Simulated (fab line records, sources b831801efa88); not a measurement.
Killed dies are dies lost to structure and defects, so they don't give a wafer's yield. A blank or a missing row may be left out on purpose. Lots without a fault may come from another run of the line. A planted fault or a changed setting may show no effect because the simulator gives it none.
Problem report in the 8D (eight disciplines) form, filled by code | flow gf180mcu | the parts of the form that need people (team, actions taken, sign-off) are left out

1. THE PROBLEM
dose_ions_cm2 at GF_HV_LDD_IMPLANT_36 reads a mean of 9.051e+12 on 6 wafers of 2 lots; wafers without a fault read 7.502e+12 with a standard deviation of 8.6e+09. That is +99 or more standard deviations from the usual mean.
First seen on wafer L270.3, day 17 09:09, on implanter-01. The record holds 36 wafers of 12 lots with a number at this step. Rule for "out", or "out of limits": more than 4 standard deviations from the usual mean. The other wafers with a number count as sound.

2. WHAT IT IS AND WHAT IT IS NOT
question                    | is                                | is not
which readings at this step | dose_ions_cm2, faraday_current_uA | beam_energy_keV
which lots                  | L270, L272                        | L252, L256, L259, L260, L262, L266, L268, L269, L273, L274
which wafers of those lots  | all that have a number            | -
read on which tools         | implanter-01                      | implanter-02, implanter-03
when                        | from day 17 09:09                 | up to then (24 sound wafers); but 6 sound wafers of L273, L274 came after

3. SUSPECTS, AND WHAT RULES EACH OUT
Counting: a tool at a process step up to the reading stays a suspect if it ran every lot that is out and no sound lot after the first of them.
- implanter-01 at GF_HV_LDD_IMPLANT_36: kept. It ran every lot that is out, first L270 (day 17 09:09), and no sound lot after that; its last sound lot up to then is L269 (day 17 00:26). Its own readings are out on those wafers: dose_ions_cm2, faraday_current_uA.
Left after counting: implanter-01 at GF_HV_LDD_IMPLANT_36.

4. THE CAUSE (what the simulator had put in)
Process parameter drift: implanter-01, from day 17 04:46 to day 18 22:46, at GF_HV_LDD_IMPLANT_36. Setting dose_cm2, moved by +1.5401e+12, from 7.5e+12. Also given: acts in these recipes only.
Counting left only this tool.

5. THE CHAIN OF EFFECTS, in route order
Each row: a reading whose mean over the struck wafers that have a number lies more than 3 standard deviations from the usual. Only readings for which the record gives a usual standard deviation are gone through. hours: the time from each lot's start at the first step in this table that gives one to its start at this step, as a median over the lots. sigmas: the change in usual standard deviations.
hours | step                 | reading            | usual        | on struck wafers | change     | sigmas
0     | GF_HV_LDD_IMPLANT_36 | dose_ions_cm2      | 7.502e+12    | 9.051e+12        | +1.549e+12 | +99 or more
0     | GF_HV_LDD_IMPLANT_36 | faraday_current_uA | 42.4         | 50.9             | +8.5       | +10
25    | GF_HV_LDD_RS_MEAS_53 | HV_LDD_RS          | 418.8 ohm/sq | 415.3            | -3.5       | -3.5
The process steps in it:
- GF_HV_LDD_IMPLANT_36

6. WHAT WOULD HAVE CAUGHT IT SOONER
In this record the first reading out of limits was taken at day 17 09:09, 4 hours after the fault began at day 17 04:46.
